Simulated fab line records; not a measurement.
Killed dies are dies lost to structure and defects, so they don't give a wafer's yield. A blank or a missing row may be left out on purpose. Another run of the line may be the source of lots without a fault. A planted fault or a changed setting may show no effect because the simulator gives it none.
Split-lot study	flow sky130	23 wafers read from 5 lots, route of 708 steps

ABOUT THE SPLIT
At SKY_LDD_HVP_IMPLANT_08, the setting energyKev was moved away from the recipe's 20 on 11 of the 23 wafers read, by -4.1% to +2.5%. All remaining wafers had this setting at the recipe value.

Reading taken at the split's own step.

THE READING
The simulator's own value implant.drpNm, read by no gauge, in nm at SKY_LDD_HVP_IMPLANT_08. The file gives no usual value for it.

wafer	tool, chamber at the split	energyKev as run	against the recipe	implant.drpNm, nm	against lot-mates on the recipe
L074.1	implanter-04, 0	20	recipe	28.53	-
L074.3	implanter-04, 0	20	recipe	28.53	-
L074.2	implanter-04, 0	20.39	+2.0%	28.95	+0.42
L074.4	implanter-04, 0	20.39	+2.0%	28.95	+0.42
L074.5	implanter-04, 0	20.39	+2.0%	28.95	+0.42
L076.1	implanter-04, 0	20	recipe	28.53	-
L076.2	implanter-04, 0	20	recipe	28.53	-
L076.3	implanter-04, 0	20.5	+2.5%	29.07	+0.54
L076.5	implanter-04, 0	20.5	+2.5%	29.07	+0.54
L076.6	implanter-04, 0	20.5	+2.5%	29.07	+0.54
L079.1	implanter-04, 0	20	recipe	28.53	-
L079.3	implanter-04, 0	20	recipe	28.53	-
L079.5	implanter-04, 0	20	recipe	28.53	-
L082.1	implanter-03, 0	20.45	+2.2%	29.01	+0.48
L082.2	implanter-03, 0	20.45	+2.2%	29.01	+0.48
L082.4	implanter-03, 0	20.45	+2.2%	29.01	+0.48
L082.5	implanter-03, 0	20	recipe	28.53	-
L082.6	implanter-03, 0	20	recipe	28.53	-
L084.1	implanter-03, 0	19.17	-4.1%	27.69	-0.84
L084.6	implanter-03, 0	19.17	-4.1%	27.69	-0.84
L084.2	implanter-03, 0	20	recipe	28.53	-
L084.4	implanter-03, 0	20	recipe	28.53	-
L084.5	implanter-03, 0	20	recipe	28.53	-

THE FIT
A straight line over all 23 wafers: implant.drpNm changes by +0.208 nm for each +1% of energyKev; r = +1.00; the points scatter about the line by 0.0093 nm.
The same after taking each lot's own level away (the mean of its wafers on the recipe; 23 wafers): +0.208 nm for each +1%; r = +1.00; scatter 0.0093 nm.
On that fit, the largest move of energyKev shifts the reading by 0.86 nm.
The lots' own levels span 28.530 to 28.530 nm.
Consequently the slope shifts little with the lot-to-lot level, the two slopes agreeing.
Check: for one of the wafers moved furthest among these (-4.1%), held out of the fit, the line's prediction against its lot-mates is -0.865 nm. Against them it came out at -0.84 nm.

ADDITIONAL SPLITS CARRIED BY THESE WAFERS
These wafers also went through other splits before the reading. Each is held against what the fit with the lots' levels taken away leaves over:
other split on the same wafers	wafers away from the commonest value	r with implant.drpNm (lot level and that fit taken away)
SKY_VT_ADJUST_PCH_COAT_02 spinRpm	5	+0.08
SKY_VT_ADJUST_PCH_STRIP_09 powerW	5	+0.20
SKY_SONOS_ONO_OXIDATION_00 oxTimeS	15	+0.03
SKY_GATE_OXIDE_COAT_05 resistThkNm	5	+0.08
SKY_GATE_OXIDE_IMPLANT_11 energyKev	7	-0.22
SKY_POLY_GATE_IMPLANT_02 energyKev	9	+0.15
SKY_POLY_GATE_DEVELOP_12 devTempC	11	+0.07
SKY_LDD_N_IMPLANT_09 energyKev	8	-0.18
SKY_LDD_P_COAT_02 resistThkNm	5	-0.01
SKY_LDD_P_DEVELOP_06 developTimeS	10	+0.19
SKY_LDD_HVN_IMPLANT_08 energyKev	6	+0.04

THE WHOLE CHAIN: every reading that the file lists as answering this split, in the file's order
step	what it does	reading	change (the file's fit)	r (the file's)
SKY_LDD_HVP_IMPLANT_08		implant.rpNm (the simulator's own value, which no gauge read)	+0.619 nm for each +1% of the setting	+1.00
SKY_LDD_HVP_IMPLANT_08		implant.drpNm (the simulator's own value, which no gauge read)	+0.207 nm for each +1% of the setting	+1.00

FILE'S OWN FIT
implant.drpNm changes by +0.207 nm for each +1% of energyKev, r = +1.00.
